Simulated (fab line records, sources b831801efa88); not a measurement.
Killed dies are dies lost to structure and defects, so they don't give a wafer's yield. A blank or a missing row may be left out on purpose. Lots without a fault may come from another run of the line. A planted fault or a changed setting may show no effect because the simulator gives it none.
Chamber matching | flow gf180mcu | GF_V2_CVD_02 on pecvd-01: 3 sister chambers
The step deposits SiO2 from TEOS, target thk 850 nm, time 94.851 s. 6 wafers are shown with their chamber, then 9 later ones without.

WAFERS WITH THEIR CHAMBER
wafer  | chamber | rf_fwd_power_W (W) | heater_power_w (W)
L088.3 | 0       | 600.3              | 632
L089.1 | 1       | 597.1              | 587
L089.4 | 2       | 596.5              | 543
L090.4 | 1       | 599.8              | 642
L090.5 | 0       | 597.9              | 692
L090.6 | 2       | 599.1              | 547

WAFERS WITHOUT THEIR CHAMBER
wafer  | rf_fwd_power_W (W) | heater_power_w (W)
L092.1 | 593.8              | 642
L092.2 | 597.6              | 644
L092.3 | 597.4              | 706
L094.1 | 597.9              | 713
L094.4 | 595.3              | 577
L094.5 | 597.3              | 721
L095.1 | 596.3              | 735
L095.2 | 599.0              | 614
L095.6 | 600.9              | 581

WHICH CHAMBER EACH WENT THROUGH
wafer  | from the rows above          | in truth
L092.1 | can't be placed: 1 or 0 or 2 | 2
L092.2 | can't be placed: 0 or 1 or 2 | 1
L092.3 | can't be placed: 0 or 1      | 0
L094.1 | can't be placed: 0 or 1      | 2
L094.4 | can't be placed: 2 or 1 or 0 | 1
L094.5 | can't be placed: 0 or 1      | 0
L095.1 | can't be placed: 0 or 1      | 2
L095.2 | can't be placed: 1 or 0 or 2 | 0
L095.6 | can't be placed: 1 or 2 or 0 | 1
Placed correctly: 0 of 9. Can't be placed from these rows: 9 (the true chamber is among the candidates in 7). Placed wrongly: 0.
How it was worked out, from the rows above alone: a wafer's distance from a chamber is the root of the sum, over the readings, of the square of ((its reading less the chamber's mean) divided by the reading's scatter). The wafer belongs to the nearest chamber; if the next one is less than 2 further off, it can't be placed. A chamber's mean is the mean of its shown wafers. The scatter: the root of (the sum of the squares of (reading less its chamber's mean) over the shown wafers, divided by (wafers less chambers)).
